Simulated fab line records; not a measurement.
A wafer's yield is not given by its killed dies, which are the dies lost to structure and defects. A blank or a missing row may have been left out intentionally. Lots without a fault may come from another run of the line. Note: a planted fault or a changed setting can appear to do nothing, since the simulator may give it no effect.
Which tool was responsible? :: flow gf180mcu :: 7 lots (21 wafers sampled), 1 step of a 602-step route

## WHAT THE GAUGES SHOWED, per wafer
GF_LVPWELL_OVL_MEAS_07.
lot: L915
measured: day 4 14:02
on: overlay-02
LVPWELL_OVL (nm): 0.1 -1.0 -0.9

lot: L917
measured: day 4 23:37
on: overlay-01
LVPWELL_OVL (nm): 2.1 3.1 3.3

lot: L921
measured: day 6 01:08
on: overlay-02
LVPWELL_OVL (nm): 0.8 1.7 -0.2

lot: L923
measured: day 6 09:56
on: overlay-01
LVPWELL_OVL (nm): 0.0 2.5 2.8

lot: L928
measured: day 7 13:53
on: overlay-01
LVPWELL_OVL (nm): 2.9 3.4 3.1

lot: L930
measured: day 8 02:11
on: overlay-01
LVPWELL_OVL (nm): 1.0 2.2 0.8

lot: L933
measured: day 8 17:25
on: overlay-01
LVPWELL_OVL (nm): 0.4 0.9 2.2

## WHAT TOOL EACH LOT RAN ON (gives the tool, then ch and the chambers of the sampled wafers, and finally the start)
The record shows no process step preceding these readings.

## THE ANSWER, worked out from the rows above alone
Rule: the usual values come from the lots themselves. Put in order of their means at a reading, lots are off if they are a third of the lots or fewer, leave a main group of 4 or more, and stand apart from it by a gap of 3 or more times the standard deviation of the main group's means; of several such gaps the widest counts. A main group is skipped when, at the precision printed for the reading in the tables above, its means are all equal. Also off: a lot with no number at a reading for which 4 or more lots have one. The other lots that the step has rows for count as sound.
No lot is off at any reading shown: from this, nothing can be told.

## WHAT WAS PUT IN BY THE SIMULATOR
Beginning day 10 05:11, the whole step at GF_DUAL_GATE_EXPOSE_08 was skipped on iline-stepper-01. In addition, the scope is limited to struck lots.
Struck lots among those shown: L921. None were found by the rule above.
